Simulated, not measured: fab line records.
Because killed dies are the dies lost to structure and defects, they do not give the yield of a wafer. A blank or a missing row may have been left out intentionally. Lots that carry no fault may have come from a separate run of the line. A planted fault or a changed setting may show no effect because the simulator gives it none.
Matching of chambers    flow sky130    cmp-01 running SKY_VIA4_CMP_02: 4 sister chambers
The step polishes SiO2. 16 wafers are shown with their chamber, then 8 later ones without.

WAFERS, EACH WITH ITS CHAMBER
wafer   chamber  motor current A (A)
L392.2  0        11.9
L392.3  2        12.1
L392.4  1        14.3
L393.3  3        9.6
L393.5  2        12.4
L393.6  1        15.2
L397.1  1        14.7
L397.4  3        9.9
L397.6  1        14.6
L400.1  1        14.4
L400.4  2        12.0
L400.5  2        12.0
L401.4  0        11.1
L401.5  0        11.4
L401.6  1        15.3
L403.2  2        12.6

SIGNATURES (means of the wafers above)
reading          chamber 0  chamber 1  chamber 2  chamber 3  scatter within a chamber
motor current A  11.467     14.750     12.220     9.750      0.355
Rule: a wafer lies at a distance from a chamber equal to the root of the sum of squares, over the readings, of (its reading less the chamber's mean, divided by the reading's scatter). If the next closest chamber is less than 2 further off than the closest, the wafer can't be placed; otherwise it belongs to the closest. The scatter: take each reading less its chamber's mean, square it, sum over the shown wafers, divide by the number of wafers less the number of chambers, and take the root.

WAFERS WITH NO CHAMBER GIVEN
wafer   motor current A (A)
L403.4  15.3
L403.6  14.3
L411.2  11.5
L411.5  15.0
L411.6  11.5
L414.1  12.7
L414.3  14.5
L414.4  11.1

WHICH CHAMBER EACH WENT THROUGH
wafer   from the rows above      in truth
L403.4  1                        1
L403.6  1                        1
L411.2  can't be placed: 0 or 2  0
L411.5  1                        1
L411.6  can't be placed: 0 or 2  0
L414.1  2                        2
L414.3  1                        1
L414.4  0                        0
Placed correctly: 6 of 8. Can't be placed from these rows: 2 (the true chamber is among the candidates in 2). Wrongly placed: 0.
